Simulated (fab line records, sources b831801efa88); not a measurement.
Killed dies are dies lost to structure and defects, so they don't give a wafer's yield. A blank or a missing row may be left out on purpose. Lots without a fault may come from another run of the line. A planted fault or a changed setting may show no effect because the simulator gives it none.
Chamber matching | flow gf180mcu | GF_V4_ETCH_16 on rie_diel-01: 4 sister chambers
The step etches BARC in N2/H2. 8 wafers are shown with their chamber, then 9 later ones without.

WAFERS WITH THEIR CHAMBER
wafer  | chamber | drypump_motor_current_A (A) | throttle_valve_pct (%)
L340.4 | 1       | 5.4                         | 13.226
L343.4 | 0       | 5.0                         | 13.242
L344.6 | 0       | 5.0                         | 13.218
L352.1 | 1       | 5.4                         | 13.226
L352.2 | 2       | 5.7                         | 13.225
L354.1 | 2       | 5.7                         | 13.224
L354.2 | 3       | 6.0                         | 13.231
L354.6 | 3       | 5.9                         | 13.221

WAFERS WITHOUT THEIR CHAMBER
wafer  | drypump_motor_current_A (A) | throttle_valve_pct (%)
L356.3 | 6.0                         | 13.217
L356.4 | 5.0                         | 13.239
L356.6 | 5.4                         | 13.227
L357.1 | 6.0                         | 13.214
L357.2 | 5.0                         | 13.212
L357.6 | 5.4                         | 13.223
L359.3 | 6.0                         | 13.216
L359.5 | 5.4                         | 13.229
L359.6 | 5.0                         | 13.230

WHICH CHAMBER EACH WENT THROUGH
wafer  | from the rows above | in truth
L356.3 | 3                   | 3
L356.4 | 0                   | 0
L356.6 | 1                   | 1
L357.1 | 3                   | 3
L357.2 | 0                   | 0
L357.6 | 1                   | 1
L359.3 | 3                   | 3
L359.5 | 1                   | 1
L359.6 | 0                   | 0
Placed correctly: 9 of 9. Can't be placed from these rows: 0. Placed wrongly: 0.
How it was worked out, from the rows above alone: a wafer's distance from a chamber is the root of the sum, over the readings, of the square of ((its reading less the chamber's mean) divided by the reading's scatter). The wafer belongs to the nearest chamber; if the next one is less than 2 further off, it can't be placed. A chamber's mean is the mean of its shown wafers. The scatter: the root of (the sum of the squares of (reading less its chamber's mean) over the shown wafers, divided by (wafers less chambers)).
